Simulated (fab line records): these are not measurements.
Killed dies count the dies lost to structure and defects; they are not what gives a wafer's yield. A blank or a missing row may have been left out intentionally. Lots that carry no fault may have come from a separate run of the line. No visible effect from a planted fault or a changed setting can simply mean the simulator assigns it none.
fab line records :: flow sfq-line :: part 2 of 2: steps 23 to 31 of 31
record:
  lots: 5
  wafers: 15
  last-day: 91
route steps=325 shown C5@248 M6@251 I6@266
lots untouched by any fault: they come from a run of this same line in which no faults occurred
start-h: hours from the record's opening day to when the first of the lot's shown wafers began :: wait-h: hours elapsed since this lot's preceding step :: " repeats the value in the row above :: L1.1+2: a single row standing in for several wafers :: - no value, or no start given :: * or withheld: withheld :: < > ~ a bound
route shown NAME@n: a module of which the file shows steps, and the number in the route of the first :: usual: mean/standard deviation taken from wafers without a fault :: same: alike in all rows :: chamber/n: place in a boat :: sites: per-site readings :: _std_site: the values' standard deviation :: _edge_site: inner sites' mean taken away from outer sites' mean :: radius-mm: how far each site lies from the wafer's centre :: mask NAME#n: copy n :: behind: the most recent tool/chamber to have shaped the wafer :: hold: what put the lot on hold/how long, in hours/how the hold closed :: device: names the non-switching transistor (n, p or np) :: end of line: the tests these same wafers got at the end of their route :: for a step that has no rows: nothing shown but its recipe :: killed: not the wafer's yield, but the dies lost to structure and defects at the first sort :: map: per-die view of a wafer (x killed, . not killed, _ where there is no die)
set.NAME: the setting that was run; set.NAME@STEP: the one run at that earlier step :: model.NAME: the simulator's own value behind a step, which no gauge read
lots seen at some steps along the route; tables by step, rows by wafer
services: from which hour (start-h, from the record's first day; less than 0 if before it) a tool's chamber was out of use, for how many hours, and why
== steps ==
step: SFQ_TRILAYER_I6_VIA_LITHO_COAT_169
recipe:
  resist: KrF
  spin-rpm: 3000
  resist-thk-nm: 650
usual:
  chill-plate-temp-C: 23.01/0.12
  dispense-pressure-kPa: 51.9/2.7
lot.wafer: L078.2
tool: litho-track-02
chamber: 0
start-h: 1798.54
wait-h: 0.2
chill-plate-temp-C: 22.96
dispense-pressure-kPa: 49.8

lot.wafer: L078.3
tool: litho-track-02
chamber: 0
start-h: 1798.54
wait-h: 0.2
chill-plate-temp-C: 23.12
dispense-pressure-kPa: 49.9

lot.wafer: L078.5
tool: litho-track-02
chamber: 0
start-h: 1798.54
wait-h: 0.2
chill-plate-temp-C: 22.95
dispense-pressure-kPa: 49.8

lot.wafer: L093.1
tool: litho-track-02
chamber: 0
start-h: 1877.36
wait-h: 0.2
chill-plate-temp-C: 23.02
dispense-pressure-kPa: 49.8

lot.wafer: L093.3
tool: litho-track-02
chamber: 0
start-h: 1877.36
wait-h: 0.2
chill-plate-temp-C: 23.11
dispense-pressure-kPa: 49.8

lot.wafer: L093.4
tool: litho-track-02
chamber: 0
start-h: 1877.36
wait-h: 0.2
chill-plate-temp-C: 23.25
dispense-pressure-kPa: 49.9

lot.wafer: L094.1
tool: litho-track-04
chamber: 0
start-h: 1886.32
wait-h: 0.2
chill-plate-temp-C: 23.09
dispense-pressure-kPa: 55.1

lot.wafer: L094.4
tool: litho-track-04
chamber: 0
start-h: 1886.32
wait-h: 0.2
chill-plate-temp-C: 23.11
dispense-pressure-kPa: 55.1

lot.wafer: L094.6
tool: litho-track-04
chamber: 0
start-h: 1886.32
wait-h: 0.2
chill-plate-temp-C: 23.14
dispense-pressure-kPa: 55.1

lot.wafer: L095.1
tool: litho-track-04
chamber: 0
start-h: 1896.49
wait-h: 0.2
chill-plate-temp-C: 22.99
dispense-pressure-kPa: 55.1

lot.wafer: L095.4
tool: litho-track-04
chamber: 0
start-h: 1896.49
wait-h: 0.2
chill-plate-temp-C: 23.01
dispense-pressure-kPa: 55.1

lot.wafer: L095.5
tool: litho-track-04
chamber: 0
start-h: 1896.49
wait-h: 0.2
chill-plate-temp-C: 23.04
dispense-pressure-kPa: 55.1

lot.wafer: L096.3
tool: litho-track-04
chamber: 0
start-h: 1898.81
wait-h: 0.2
chill-plate-temp-C: 22.89
dispense-pressure-kPa: 55.1

lot.wafer: L096.4
tool: litho-track-04
chamber: 0
start-h: 1898.81
wait-h: 0.2
chill-plate-temp-C: 22.99
dispense-pressure-kPa: 55.2

lot.wafer: L096.5
tool: litho-track-04
chamber: 0
start-h: 1898.81
wait-h: 0.2
chill-plate-temp-C: 22.97
dispense-pressure-kPa: 55.1
step: SFQ_TRILAYER_I6_VIA_LITHO_SOFTBAKE_173
recipe:
  temp-c: withheld
  time-s: withheld
  resist: KrF
usual:
  chill-plate-temp-C: *
lot.wafer: L078.2
tool: litho-track-02
chamber: 0
start-h: 1798.81
wait-h: 0.2
chill-plate-temp-C: *

lot.wafer: L078.3
tool: litho-track-02
chamber: 0
start-h: 1798.81
wait-h: 0.2
chill-plate-temp-C: *

lot.wafer: L078.5
tool: litho-track-02
chamber: 0
start-h: 1798.81
wait-h: 0.2
chill-plate-temp-C: *

lot.wafer: L093.1
tool: litho-track-02
chamber: 0
start-h: 1877.66
wait-h: 0.2
chill-plate-temp-C: *

lot.wafer: L093.3
tool: litho-track-02
chamber: 0
start-h: 1877.66
wait-h: 0.2
chill-plate-temp-C: *

lot.wafer: L093.4
tool: litho-track-02
chamber: 0
start-h: 1877.66
wait-h: 0.2
chill-plate-temp-C: *

lot.wafer: L094.1
tool: litho-track-04
chamber: 0
start-h: 1886.62
wait-h: 0.2
chill-plate-temp-C: *

lot.wafer: L094.4
tool: litho-track-04
chamber: 0
start-h: 1886.62
wait-h: 0.2
chill-plate-temp-C: *

lot.wafer: L094.6
tool: litho-track-04
chamber: 0
start-h: 1886.62
wait-h: 0.2
chill-plate-temp-C: *

lot.wafer: L095.1
tool: litho-track-04
chamber: 0
start-h: 1896.79
wait-h: 0.2
chill-plate-temp-C: *

lot.wafer: L095.4
tool: litho-track-04
chamber: 0
start-h: 1896.79
wait-h: 0.2
chill-plate-temp-C: *

lot.wafer: L095.5
tool: litho-track-04
chamber: 0
start-h: 1896.79
wait-h: 0.2
chill-plate-temp-C: *

lot.wafer: L096.3
tool: litho-track-04
chamber: 0
start-h: 1899.06
wait-h: 0.2
chill-plate-temp-C: *

lot.wafer: L096.4
tool: litho-track-04
chamber: 0
start-h: 1899.06
wait-h: 0.2
chill-plate-temp-C: *

lot.wafer: L096.5
tool: litho-track-04
chamber: 0
start-h: 1899.06
wait-h: 0.2
chill-plate-temp-C: *
step: SFQ_TRILAYER_I6_VIA_LITHO_EXPOSE_170
recipe:
  mask-id: I6
  na: 0.6
  source-shape: conventional
  sigma-outer: 0.65
  target-cd-nm: 700
  dose-mj: 21.3
lot.wafer: L078.2+3+5
tool: krf-scanner-02
chamber: 0
start-h: 1892.80
wait-h: -
mask: I6#0

lot.wafer: L093.1+3+4
tool: krf-scanner-02
chamber: 0
start-h: 1963.64
wait-h: -
mask: I6#0

lot.wafer: L094.1+4+6
tool: krf-scanner-01
chamber: 0
start-h: 1981.77
wait-h: -
mask: I6#0

lot.wafer: L095.1+4+5
tool: krf-scanner-01
chamber: 0
start-h: 1996.17
wait-h: -
mask: I6#0

lot.wafer: L096.3+4+5
tool: krf-scanner-01
chamber: 0
start-h: 2000.17
wait-h: -
mask: I6#0
step: SFQ_TRILAYER_I6_VIA_LITHO_PEB_172
recipe:
  peb-temp-c: 115
  peb-time-s: 60
  resist: KrF
usual:
  chill-plate-temp-C: 22.99/0.11
lot.wafer: L078.2
tool: litho-track-04
chamber: 0
start-h: 1893.83
wait-h: 0.8
chill-plate-temp-C: 23.06

lot.wafer: L078.3
tool: litho-track-04
chamber: 0
start-h: 1893.83
wait-h: 0.8
chill-plate-temp-C: 22.99

lot.wafer: L078.5
tool: litho-track-04
chamber: 0
start-h: 1893.83
wait-h: 0.8
chill-plate-temp-C: 23.06

lot.wafer: L093.1
tool: litho-track-02
chamber: 0
start-h: 1964.84
wait-h: 1.0
chill-plate-temp-C: 22.87

lot.wafer: L093.3
tool: litho-track-02
chamber: 0
start-h: 1964.84
wait-h: 1.0
chill-plate-temp-C: 23.01

lot.wafer: L093.4
tool: litho-track-02
chamber: 0
start-h: 1964.84
wait-h: 1.0
chill-plate-temp-C: 23.16

lot.wafer: L094.1
tool: litho-track-04
chamber: 0
start-h: 1982.97
wait-h: 1.0
chill-plate-temp-C: 22.81

lot.wafer: L094.4
tool: litho-track-04
chamber: 0
start-h: 1982.97
wait-h: 1.0
chill-plate-temp-C: 22.96

lot.wafer: L094.6
tool: litho-track-04
chamber: 0
start-h: 1982.97
wait-h: 1.0
chill-plate-temp-C: 22.80

lot.wafer: L095.1
tool: litho-track-04
chamber: 0
start-h: 1997.37
wait-h: 1.0
chill-plate-temp-C: 23.10

lot.wafer: L095.4
tool: litho-track-04
chamber: 0
start-h: 1997.37
wait-h: 1.0
chill-plate-temp-C: 22.88

lot.wafer: L095.5
tool: litho-track-04
chamber: 0
start-h: 1997.37
wait-h: 1.0
chill-plate-temp-C: 22.93

lot.wafer: L096.3
tool: litho-track-04
chamber: 0
start-h: 2001.02
wait-h: 0.7
chill-plate-temp-C: 22.88

lot.wafer: L096.4
tool: litho-track-04
chamber: 0
start-h: 2001.02
wait-h: 0.7
chill-plate-temp-C: 23.11

lot.wafer: L096.5
tool: litho-track-04
chamber: 0
start-h: 2001.02
wait-h: 0.7
chill-plate-temp-C: 22.95
step: SFQ_TRILAYER_I6_VIA_LITHO_DEVELOP_171
recipe:
  time-s: 60
  resist: KrF
usual:
  chill-plate-temp-C: 23.01/0.096
same:
  time-s: 60
lot.wafer: L078.2
tool: litho-track-04
chamber: 0
start-h: 1893.98
wait-h: 0.1
chill-plate-temp-C: 23.08

lot.wafer: L078.3
tool: litho-track-04
chamber: 0
start-h: 1893.98
wait-h: 0.1
chill-plate-temp-C: 22.92

lot.wafer: L078.5
tool: litho-track-04
chamber: 0
start-h: 1893.98
wait-h: 0.1
chill-plate-temp-C: 22.95

lot.wafer: L093.1
tool: litho-track-02
chamber: 0
start-h: 1964.99
wait-h: 0.1
chill-plate-temp-C: 22.98

lot.wafer: L093.3
tool: litho-track-02
chamber: 0
start-h: 1964.99
wait-h: 0.1
chill-plate-temp-C: 23.09

lot.wafer: L093.4
tool: litho-track-02
chamber: 0
start-h: 1964.99
wait-h: 0.1
chill-plate-temp-C: 22.94

lot.wafer: L094.1
tool: litho-track-04
chamber: 0
start-h: 1983.12
wait-h: 0.1
chill-plate-temp-C: 22.90

lot.wafer: L094.4
tool: litho-track-04
chamber: 0
start-h: 1983.12
wait-h: 0.1
chill-plate-temp-C: 22.86

lot.wafer: L094.6
tool: litho-track-04
chamber: 0
start-h: 1983.12
wait-h: 0.1
chill-plate-temp-C: 22.79

lot.wafer: L095.1
tool: litho-track-04
chamber: 0
start-h: 1997.52
wait-h: 0.1
chill-plate-temp-C: 22.93

lot.wafer: L095.4
tool: litho-track-04
chamber: 0
start-h: 1997.52
wait-h: 0.1
chill-plate-temp-C: 22.73

lot.wafer: L095.5
tool: litho-track-04
chamber: 0
start-h: 1997.52
wait-h: 0.1
chill-plate-temp-C: 22.94

lot.wafer: L096.3
tool: litho-track-04
chamber: 0
start-h: 2001.17
wait-h: 0.1
chill-plate-temp-C: 23.04

lot.wafer: L096.4
tool: litho-track-04
chamber: 0
start-h: 2001.17
wait-h: 0.1
chill-plate-temp-C: 22.98

lot.wafer: L096.5
tool: litho-track-04
chamber: 0
start-h: 2001.17
wait-h: 0.1
chill-plate-temp-C: 23.12
step: SFQ_I6_OVL_MEAS_942
usual:
  I6_OVL: -1/6.1
lot.wafer: L078.2
tool: overlay-02
chamber: -
start-h: 1894.11
wait-h: 0.1
I6_OVL[nm]: 0

lot.wafer: L078.3
tool: overlay-02
chamber: -
start-h: 1894.11
wait-h: 0.1
I6_OVL[nm]: -2

lot.wafer: L078.5
tool: overlay-02
chamber: -
start-h: 1894.11
wait-h: 0.1
I6_OVL[nm]: 1

lot.wafer: L093.1
tool: overlay-01
chamber: -
start-h: 1965.14
wait-h: 0.1
I6_OVL[nm]: 0

lot.wafer: L093.3
tool: overlay-01
chamber: -
start-h: 1965.14
wait-h: 0.1
I6_OVL[nm]: 5

lot.wafer: L093.4
tool: overlay-01
chamber: -
start-h: 1965.14
wait-h: 0.1
I6_OVL[nm]: -5

lot.wafer: L094.1
tool: overlay-01
chamber: -
start-h: 1983.27
wait-h: 0.1
I6_OVL[nm]: 2

lot.wafer: L094.4
tool: overlay-01
chamber: -
start-h: 1983.27
wait-h: 0.1
I6_OVL[nm]: 6

lot.wafer: L094.6
tool: overlay-01
chamber: -
start-h: 1983.27
wait-h: 0.1
I6_OVL[nm]: 4

lot.wafer: L095.1
tool: overlay-01
chamber: -
start-h: 1997.67
wait-h: 0.1
I6_OVL[nm]: 3

lot.wafer: L095.4
tool: overlay-01
chamber: -
start-h: 1997.67
wait-h: 0.1
I6_OVL[nm]: 1

lot.wafer: L095.5
tool: overlay-01
chamber: -
start-h: 1997.67
wait-h: 0.1
I6_OVL[nm]: 0

lot.wafer: L096.3
tool: overlay-02
chamber: -
start-h: 2001.28
wait-h: 0.1
I6_OVL[nm]: -5

lot.wafer: L096.4
tool: overlay-02
chamber: -
start-h: 2001.28
wait-h: 0.1
I6_OVL[nm]: -15

lot.wafer: L096.5
tool: overlay-02
chamber: -
start-h: 2001.28
wait-h: 0.1
I6_OVL[nm]: -9
step: SFQ_TRILAYER_I6_VIA_BARC_OPEN_VIA_ETCH_235
recipe:
  mask-material: PR
  chemistry: O2
  target-depth-nm: 125
  target: BARC
  source-w: 500
  bias-w: 80
  pressure-mtorr: 30
  time-s: 41.7
usual:
  chamber-pressure-mTorr: 30.000/0.027
  drypump-motor-current-A: 5.7/0.41
  oes-product-au: 0.686/0.0048
same:
  time-s: 41.7
lot.wafer: L078.2
tool: rie-diel-02
chamber: 3
start-h: 1894.14
wait-h: 0.0
chamber-pressure-mTorr: 29.998
drypump-motor-current-A: 6.4
oes-product-au: 0.683
rf-hours-counter-h: 5

lot.wafer: L078.3
tool: rie-diel-02
chamber: 1
start-h: 1894.14
wait-h: 0.0
chamber-pressure-mTorr: 30.025
drypump-motor-current-A: 5.4
oes-product-au: 0.686
rf-hours-counter-h: 14

lot.wafer: L078.5
tool: rie-diel-02
chamber: 2
start-h: 1894.14
wait-h: 0.0
chamber-pressure-mTorr: 30.050
drypump-motor-current-A: 5.7
oes-product-au: 0.681
rf-hours-counter-h: -

lot.wafer: L093.1
tool: rie-diel-01
chamber: 2
start-h: 1965.18
wait-h: 0.0
chamber-pressure-mTorr: 30.028
drypump-motor-current-A: 5.8
oes-product-au: 0.683
rf-hours-counter-h: 14

lot.wafer: L093.3
tool: rie-diel-01
chamber: 3
start-h: 1965.18
wait-h: 0.0
chamber-pressure-mTorr: 29.970
drypump-motor-current-A: 5.9
oes-product-au: 0.687
rf-hours-counter-h: 2

lot.wafer: L093.4
tool: rie-diel-01
chamber: 0
start-h: 1965.18
wait-h: 0.0
chamber-pressure-mTorr: 29.976
drypump-motor-current-A: 6.4
oes-product-au: 0.691
rf-hours-counter-h: 3

lot.wafer: L094.1
tool: rie-diel-04
chamber: 1
start-h: 1983.30
wait-h: 0.0
chamber-pressure-mTorr: 30.014
drypump-motor-current-A: 5.8
oes-product-au: 0.683
rf-hours-counter-h: 14

lot.wafer: L094.4
tool: rie-diel-04
chamber: 3
start-h: 1983.30
wait-h: 0.0
chamber-pressure-mTorr: 29.983
drypump-motor-current-A: 5.7
oes-product-au: 0.688
rf-hours-counter-h: 16

lot.wafer: L094.6
tool: rie-diel-04
chamber: 2
start-h: 1983.30
wait-h: 0.0
chamber-pressure-mTorr: 29.995
drypump-motor-current-A: 5.4
oes-product-au: 0.677
rf-hours-counter-h: -

lot.wafer: L095.1
tool: rie-diel-01
chamber: 0
start-h: 1997.70
wait-h: 0.0
chamber-pressure-mTorr: 30.022
drypump-motor-current-A: 6.4
oes-product-au: 0.682
rf-hours-counter-h: 3

lot.wafer: L095.4
tool: rie-diel-01
chamber: 1
start-h: 1997.70
wait-h: 0.0
chamber-pressure-mTorr: 29.990
drypump-motor-current-A: 4.9
oes-product-au: 0.687
rf-hours-counter-h: 16

lot.wafer: L095.5
tool: rie-diel-01
chamber: 2
start-h: 1997.70
wait-h: 0.0
chamber-pressure-mTorr: 30.001
drypump-motor-current-A: 5.8
oes-product-au: 0.685
rf-hours-counter-h: -

lot.wafer: L096.3
tool: rie-diel-02
chamber: 0
start-h: 2001.30
wait-h: 0.0
chamber-pressure-mTorr: 30.006
drypump-motor-current-A: 5.9
oes-product-au: 0.682
rf-hours-counter-h: 0

lot.wafer: L096.4
tool: rie-diel-02
chamber: 2
start-h: 2001.30
wait-h: 0.0
chamber-pressure-mTorr: 30.002
drypump-motor-current-A: 5.7
oes-product-au: 0.683
rf-hours-counter-h: 3

lot.wafer: L096.5
tool: rie-diel-02
chamber: 3
start-h: 2001.30
wait-h: 0.0
chamber-pressure-mTorr: 29.947
drypump-motor-current-A: 6.4
oes-product-au: 0.690
rf-hours-counter-h: -
step: SFQ_TRILAYER_I6_VIA_ETCH_VIA_ETCH_172
recipe:
  target: SiO2
  stop-on: Nb
  mask-material: PR
  taper-deg: 20
  chemistry: CHF3
  target-depth-nm: 260
  source-w: 500
  bias-w: 80
  pressure-mtorr: 30
  time-s: withheld
usual:
  chamber-pressure-mTorr: 30.002/0.029
  drypump-motor-current-A: 5.7/0.41
  oes-product-au: 0.854/0.0057
lot.wafer: L078.2
tool: rie-diel-02
chamber: 3
start-h: 1894.18
wait-h: 0.0
chamber-pressure-mTorr: 29.986
drypump-motor-current-A: 6.4
oes-product-au: 0.849

lot.wafer: L078.3
tool: rie-diel-02
chamber: 1
start-h: 1894.18
wait-h: 0.0
chamber-pressure-mTorr: 30.010
drypump-motor-current-A: 5.4
oes-product-au: 0.853

lot.wafer: L078.5
tool: rie-diel-02
chamber: 2
start-h: 1894.18
wait-h: 0.0
chamber-pressure-mTorr: 29.987
drypump-motor-current-A: 5.7
oes-product-au: 0.853

lot.wafer: L093.1
tool: rie-diel-01
chamber: 2
start-h: 1965.22
wait-h: 0.0
chamber-pressure-mTorr: 30.007
drypump-motor-current-A: 5.8
oes-product-au: 0.847

lot.wafer: L093.3
tool: rie-diel-01
chamber: 3
start-h: 1965.22
wait-h: 0.0
chamber-pressure-mTorr: 29.997
drypump-motor-current-A: 5.8
oes-product-au: 0.838

lot.wafer: L093.4
tool: rie-diel-01
chamber: 0
start-h: 1965.22
wait-h: 0.0
chamber-pressure-mTorr: 30.012
drypump-motor-current-A: 6.4
oes-product-au: 0.851

lot.wafer: L094.1
tool: rie-diel-04
chamber: 1
start-h: 1983.34
wait-h: 0.0
chamber-pressure-mTorr: 29.996
drypump-motor-current-A: 5.8
oes-product-au: 0.851

lot.wafer: L094.4
tool: rie-diel-04
chamber: 3
start-h: 1983.34
wait-h: 0.0
chamber-pressure-mTorr: 30.001
drypump-motor-current-A: 5.7
oes-product-au: 0.861

lot.wafer: L094.6
tool: rie-diel-04
chamber: 2
start-h: 1983.34
wait-h: 0.0
chamber-pressure-mTorr: 30.033
drypump-motor-current-A: 5.4
oes-product-au: 0.851

lot.wafer: L095.1
tool: rie-diel-01
chamber: 1
start-h: 1997.74
wait-h: 0.0
chamber-pressure-mTorr: 30.045
drypump-motor-current-A: 4.9
oes-product-au: 0.861

lot.wafer: L095.4
tool: rie-diel-01
chamber: 0
start-h: 1997.74
wait-h: 0.0
chamber-pressure-mTorr: 29.932
drypump-motor-current-A: 6.4
oes-product-au: 0.851

lot.wafer: L095.5
tool: rie-diel-01
chamber: 1
start-h: 1997.74
wait-h: 0.0
chamber-pressure-mTorr: 30.007
drypump-motor-current-A: 4.9
oes-product-au: 0.853

lot.wafer: L096.3
tool: rie-diel-02
chamber: 0
start-h: 2001.34
wait-h: 0.0
chamber-pressure-mTorr: 30.059
drypump-motor-current-A: 5.9
oes-product-au: 0.859

lot.wafer: L096.4
tool: rie-diel-02
chamber: 2
start-h: 2001.34
wait-h: 0.0
chamber-pressure-mTorr: 30.028
drypump-motor-current-A: 5.7
oes-product-au: 0.854

lot.wafer: L096.5
tool: rie-diel-02
chamber: 3
start-h: 2001.34
wait-h: 0.0
chamber-pressure-mTorr: 29.971
drypump-motor-current-A: 6.4
oes-product-au: 0.853
step: SFQ_TRILAYER_I6_VIA_STRIP_STRIP_173
recipe:
  gas: O2
  power-w: 200
  platen-temp-c: 40
  overash-fraction: 0.65
  chemistry: O2
  pressure-mtorr: 50
usual:
  chamber-pressure-mTorr: 50.00/0.042
  drypump-motor-current-A: 5.3/0.42
  oes-product-au: 1.000/0.0079
lot.wafer: L078.2
tool: rie-metal-03
chamber: 0
start-h: 1894.29
wait-h: -
chamber-pressure-mTorr: 50.09
drypump-motor-current-A: 5.7
oes-product-au: 1.001
rf-hours-counter-h: 52

lot.wafer: L078.3
tool: rie-metal-03
chamber: 0
start-h: 1894.29
wait-h: -
chamber-pressure-mTorr: 49.99
drypump-motor-current-A: 5.6
oes-product-au: 0.999
rf-hours-counter-h: -

lot.wafer: L078.5
tool: rie-metal-03
chamber: 1
start-h: 1894.29
wait-h: -
chamber-pressure-mTorr: 49.97
drypump-motor-current-A: 4.9
oes-product-au: 0.998
rf-hours-counter-h: -

lot.wafer: L093.1
tool: rie-metal-03
chamber: 0
start-h: 1965.33
wait-h: -
chamber-pressure-mTorr: 49.96
drypump-motor-current-A: 5.6
oes-product-au: 0.990
rf-hours-counter-h: 62

lot.wafer: L093.3
tool: rie-metal-03
chamber: 1
start-h: 1965.33
wait-h: -
chamber-pressure-mTorr: 50.04
drypump-motor-current-A: 5.0
oes-product-au: 0.998
rf-hours-counter-h: -

lot.wafer: L093.4
tool: rie-metal-03
chamber: 0
start-h: 1965.33
wait-h: -
chamber-pressure-mTorr: 49.92
drypump-motor-current-A: 5.6
oes-product-au: 1.001
rf-hours-counter-h: -

lot.wafer: L094.1
tool: rie-metal-04
chamber: 0
start-h: 1983.46
wait-h: -
chamber-pressure-mTorr: 49.98
drypump-motor-current-A: 5.0
oes-product-au: 1.004
rf-hours-counter-h: 14

lot.wafer: L094.4
tool: rie-metal-04
chamber: 1
start-h: 1983.46
wait-h: -
chamber-pressure-mTorr: 50.01
drypump-motor-current-A: 6.1
oes-product-au: 1.005
rf-hours-counter-h: -

lot.wafer: L094.6
tool: rie-metal-04
chamber: 1
start-h: 1983.46
wait-h: -
chamber-pressure-mTorr: 50.04
drypump-motor-current-A: 6.2
oes-product-au: 1.018
rf-hours-counter-h: -

lot.wafer: L095.1
tool: rie-metal-03
chamber: 1
start-h: 1997.86
wait-h: -
chamber-pressure-mTorr: 50.04
drypump-motor-current-A: 4.9
oes-product-au: 0.997
rf-hours-counter-h: 67

lot.wafer: L095.4
tool: rie-metal-03
chamber: 1
start-h: 1997.86
wait-h: -
chamber-pressure-mTorr: 49.95
drypump-motor-current-A: 4.9
oes-product-au: 0.997
rf-hours-counter-h: -

lot.wafer: L095.5
tool: rie-metal-03
chamber: 1
start-h: 1997.86
wait-h: -
chamber-pressure-mTorr: 50.01
drypump-motor-current-A: 4.9
oes-product-au: 0.998
rf-hours-counter-h: -

lot.wafer: L096.3
tool: rie-metal-04
chamber: 0
start-h: 2001.66
wait-h: -
chamber-pressure-mTorr: 50.06
drypump-motor-current-A: 5.0
oes-product-au: 0.978
rf-hours-counter-h: -

lot.wafer: L096.4
tool: rie-metal-04
chamber: 1
start-h: 2001.66
wait-h: -
chamber-pressure-mTorr: 50.06
drypump-motor-current-A: 6.2
oes-product-au: 1.006
rf-hours-counter-h: -

lot.wafer: L096.5
tool: rie-metal-04
chamber: 0
start-h: 2001.66
wait-h: -
chamber-pressure-mTorr: 50.06
drypump-motor-current-A: 5.0
oes-product-au: 0.995
rf-hours-counter-h: -
== services ==
tool: rie-diel-01
chamber: 0
start-h: 1739.42
hours: 6.9
kind: repair

tool: rie-diel-01
chamber: 2
start-h: 1750.43
hours: 7.5
kind: repair

tool: film-metro-01
chamber: -
start-h: 1776.86
hours: 1.4
kind: pm

tool: pecvd-04
chamber: -
start-h: 1777.69
hours: 14.6
kind: pm

tool: krf-scanner-01
chamber: -
start-h: 1785.29
hours: 1.3
kind: pm

tool: film-metro-01
chamber: -
start-h: 1786.28
hours: 1.4
kind: pm

tool: rie-diel-02
chamber: -
start-h: 1803.98
hours: 16.0
kind: repair

tool: krf-scanner-01
chamber: -
start-h: 1817.97
hours: 0.7
kind: repair

tool: pecvd-04
chamber: -
start-h: 1829.05
hours: 6.0
kind: pm

tool: krf-scanner-01
chamber: -
start-h: 1831.12
hours: 4.0
kind: pm

tool: pvd-sputter-04
chamber: -
start-h: 1833.16
hours: 7.4
kind: repair

tool: krf-scanner-01
chamber: -
start-h: 1835.14
hours: 1.0
kind: pm

tool: rie-metal-02
chamber: 1
start-h: 1857.09
hours: 10.3
kind: repair

tool: rie-diel-01
chamber: 3
start-h: 1862.35
hours: 22.7
kind: repair

tool: pvd-sputter-04
chamber: -
start-h: 1867.34
hours: 1.7
kind: repair

tool: rie-metal-02
chamber: -
start-h: 1898.14
hours: 1.4
kind: pm

tool: rie-diel-04
chamber: 3
start-h: 1909.10
hours: 5.5
kind: repair

tool: rie-metal-02
chamber: 1
start-h: 1949.87
hours: 9.9
kind: repair

tool: rie-metal-01
chamber: 0
start-h: 1952.70
hours: 18.8
kind: repair

tool: rie-diel-04
chamber: -
start-h: 1955.54
hours: 14.6
kind: pm

tool: krf-scanner-01
chamber: -
start-h: 1961.12
hours: 1.3
kind: pm

tool: rie-metal-01
chamber: -
start-h: 1987.90
hours: 0.8
kind: repair

tool: krf-scanner-01
chamber: -
start-h: 2000.97
hours: 1.0
kind: pm

tool: rie-diel-04
chamber: -
start-h: 2001.27
hours: 1.3
kind: repair
